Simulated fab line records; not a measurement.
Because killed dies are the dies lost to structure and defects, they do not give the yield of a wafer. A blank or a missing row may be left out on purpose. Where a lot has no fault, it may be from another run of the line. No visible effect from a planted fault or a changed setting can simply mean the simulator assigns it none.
Struck lot and sound lot, side by side	flow sky130	14 steps out of a route of 708
Sound: the wafers L186.1, L186.4, L186.6. Struck: wafers L174.1, L174.2, L174.6. The cause comes at the end.
Each step with rows lists, per side, the tool, then ch with its chambers, then its first start. Under that, the readings that differ: sound wafers	struck wafers	difference of the means	sigmas: that difference in standard deviations of wafers without a fault.
alike: same words and numbers on both sides, and readings whose means sit less than 2 such deviations apart. not compared: any withheld reading, any reading some wafer has no value for, any bound like >300 that may hide the same value, and any number with overlapping values for which the record gives no deviation.
A row with sigmas, a row that says differs or no value, or rows on one side alone: a step with any of these is where the two part. When numbers do not overlap yet have no deviation, they are printed without sigmas and do not part them. Lack of a reading on every wafer of one side parts them only where that side has two or more wafers.

SKY_VIA3_ETCH_14: etches BARC in N2/H2, stops on SiO2, time 45.9 s, target depth 60 nm.
  sound on rie-diel-02 ch 1,2,3, day 44 16:30; struck on rie-diel-03 ch 1,3, day 41 01:51
reading	sound	struck	difference	sigmas
throttle-valve-pct (%)	13.228 13.202 13.213	13.250 13.230 13.226	+0.021	+2
  alike: bias-w, chamber-pressure-mTorr, drypump-motor-current-A, oes-product-au
  not compared: rf-hours-counter-h
SKY_VIA3_ETCH_15: etches SiO2 in C4F8/O2/Ar, stops on TiN, target depth 507 nm, time 78 s.
  sound on rie-diel-02 ch 1,2,3, day 44 16:32; struck on rie-diel-03 ch 1,3, day 41 01:53
  alike: bias-w, chamber-pressure-mTorr, oes-product-au
  not compared: rf-hours-counter-h
then, 5 steps without rows for these wafers: SKY_VIA3_STRIP_16 (strips in O2/N2); SKY_VIA3_STRIP_17 (strips in post etch residue remover, time 1200 s); SKY_VIA3_CLEAN_18 (cleans in IPA, time 180 s); SKY_VIA3_CLEAN_19 (cleans in O3/DIW); SKY_VIA3_SPUTTER_20 (material TiN, target thk 20 nm, time 80 s).
SKY_VIA3_CVD_21: deposits W, target thk 390 nm, time 117.31 s.
  sound on cvd-w-02 ch 0,1, day 44 17:15; struck on cvd-w-02 ch 0,1, day 41 02:37
  alike: heater-power-w
SKY_VIA3_RS_MEAS_22: a four-point-probe measurement.
  sound on film-metro-01, day 44 17:23; struck on film-metro-01, day 41 02:44
  alike: VIA3_W_RS
SKY_VIA3_THK_MEAS_23: measures by xrf.
  sound on film-metro-01, day 44 17:30; struck on film-metro-01, day 41 02:51
  alike: VIA3_W_THK
SKY_VIA3_CMP_24: polishes, stops on SiO2, t overpolish 20 s, target thk 0 nm.
  sound on cmp-01 ch 1,2, day 44 17:34; struck on cmp-02 ch 0,3, day 41 02:58
  alike: motor-current-A, overpolish-run-s, slurry-flow-ml-min, time-to-endpoint-s
SKY_METAL4_SPUTTER_00: material Ti, target thk 15 nm, time 10 s.
  sound on pvd-sputter-04, day 44 17:52; struck on pvd-sputter-02, day 41 03:13
  alike: cathode-dc-power-W, chamber-pressure-pa, throttle-valve-pct
SKY_METAL4_SPUTTER_01: material TiN, target thk 20 nm, time 16.7 s.
  sound on pvd-sputter-04, day 44 17:53; struck on pvd-sputter-02, day 41 03:14
  no value came back on the struck wafers for cathode-dc-power-W (W), chamber-pressure-pa (Pa), throttle-valve-pct (%); on the sound wafers cathode-dc-power-W (W) reads 6500.5 6499.6 6499.8
then, 1 step without rows for these wafers: SKY_METAL4_SPUTTER_02 (material AlCu, target thk 735 nm, time 39.1 s).

== WHERE THEY PART ==
First at SKY_VIA3_ETCH_14; last, within this record, at SKY_METAL4_SPUTTER_01.

WHY: what the simulator had put in
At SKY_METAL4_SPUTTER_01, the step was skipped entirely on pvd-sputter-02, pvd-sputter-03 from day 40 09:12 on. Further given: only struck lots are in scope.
